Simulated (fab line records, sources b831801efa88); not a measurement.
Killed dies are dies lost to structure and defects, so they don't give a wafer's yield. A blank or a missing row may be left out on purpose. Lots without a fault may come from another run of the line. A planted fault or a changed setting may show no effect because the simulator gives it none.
Which tool did it? | flow sky130 | 12 lots, 36 wafers sampled, at 3 steps of a route of 708

WHAT THE GAUGES READ, wafer by wafer
SKY_VT_ADJUST_LVTN_TW_MEAS_21.
lot  | measured     | on            | VT_ADJUST_LVTN_2_TW
L399 | day 8 14:42  | film_metro-01 | 186.1 185.5 186.2
L400 | day 8 15:39  | film_metro-04 | 188.3 188.5 187.2
L402 | day 8 21:54  | film_metro-04 | 189.1 188.3 189.0
L404 | day 9 16:23  | film_metro-01 | 185.3 184.1 184.7
L405 | day 9 17:04  | film_metro-02 | 189.4 190.8 189.9
L407 | day 10 04:46 | film_metro-01 | 184.9 186.1 185.5
L410 | day 11 01:05 | film_metro-01 | 184.5 185.2 185.0
L412 | day 11 15:53 | film_metro-04 | 231.4 230.4 231.8
L413 | day 12 00:25 | film_metro-02 | 231.1 230.1 229.9
L418 | day 13 11:31 | film_metro-04 | 191.1 190.2 189.9
L419 | day 13 15:20 | film_metro-02 | 188.8 189.5 189.1
L422 | day 14 21:39 | film_metro-04 | 189.7 189.8 190.9

SKY_CONTACT_BOW_MEAS_05.
lot  | measured     | on            | CONTACT_BOW (um)
L399 | day 31 13:13 | film_metro-02 | 91 90 105
L400 | day 31 16:47 | film_metro-01 | 96 86 88
L402 | day 32 05:46 | film_metro-01 | 107 86 78
L404 | day 33 03:25 | film_metro-01 | 92 80 82
L405 | day 33 05:28 | film_metro-01 | 98 94 92
L407 | day 33 18:19 | film_metro-03 | 85 78 78
L410 | day 34 10:28 | film_metro-01 | 93 97 85
L412 | day 35 18:08 | film_metro-02 | 82 84 84
L413 | day 35 21:04 | film_metro-01 | 80 80 91
L418 | day 38 01:35 | film_metro-01 | 90 83 72
L419 | day 38 00:39 | film_metro-02 | 84 81 86
L422 | day 38 13:33 | film_metro-03 | 93 90 76

WHICH TOOL RAN EACH LOT (tool, then ch and the chambers of the sampled wafers, then the start)
lot  | SKY_VT_ADJUST_LVTN_IMPLANT_19
L399 | implanter-01 ch 0, day 8 14:27
L400 | implanter-01 ch 0, day 8 15:24
L402 | implanter-01 ch 0, day 8 21:39
L404 | implanter-03 ch 0, day 9 16:08
L405 | implanter-03 ch 0, day 9 16:50
L407 | implanter-01 ch 0, day 10 04:31
L410 | implanter-03 ch 0, day 11 00:50
L412 | implanter-03 ch 0, day 11 14:21
L413 | implanter-02 ch 0, day 11 23:36
L418 | implanter-02 ch 0, day 13 11:16
L419 | implanter-01 ch 0, day 13 15:07
L422 | implanter-02 ch 0, day 14 21:24
- SKY_VT_ADJUST_LVTN_IMPLANT_19

WHAT THE TOOLS THEMSELVES READ (means of the sampled wafers that have a number; where no wafer has one, the mark that the record gives instead)
SKY_VT_ADJUST_LVTN_IMPLANT_19.
lot  | tool         | beam_on_s (s)
L399 | implanter-01 | 9.75
L400 | implanter-01 | 10.01
L402 | implanter-01 | 10.16
L404 | implanter-03 | 10.10
L405 | implanter-03 | 9.69
L407 | implanter-01 | 10.09
L410 | implanter-03 | 10.02
L412 | implanter-03 | 9.94
L413 | implanter-02 | 9.99
L418 | implanter-02 | 9.97
L419 | implanter-01 | 10.01
L422 | implanter-02 | 9.83

THE ANSWER, worked out from the rows above alone
Rule: what is usual is taken from the lots themselves. Put in order of their means at a reading, lots are off if they are a third of the lots or fewer, leave a main group of 4 or more, and stand apart from it by a gap of 3 or more times the standard deviation of the main group's means; of several such gaps the widest counts. A main group whose means are all the same, to the digits that the tables above print for the reading, isn't used. A lot without any number at a reading at which 4 lots or more have one is off too. The other lots that the step has rows for count as sound. The gauges are gone through in route order, then the tools' own readings, and for those a lot's mean is taken as printed above. The first step at which some lot is off is used, and at that step the reading that is off furthest; a lot without a number counts as furthest.
Off: L412, L413, at SKY_VT_ADJUST_LVTN_TW_MEAS_21 (VT_ADJUST_LVTN_2_TW). The main group: mean 187.8, standard deviation 2.2.
A tool fits if, at a process step before that reading, it ran every lot that is off, and no sound lot after the first of them. The gauges at SKY_VT_ADJUST_LVTN_TW_MEAS_21 are tried like those tools. None of those tried fits.

WHAT THE SIMULATOR HAD PUT IN
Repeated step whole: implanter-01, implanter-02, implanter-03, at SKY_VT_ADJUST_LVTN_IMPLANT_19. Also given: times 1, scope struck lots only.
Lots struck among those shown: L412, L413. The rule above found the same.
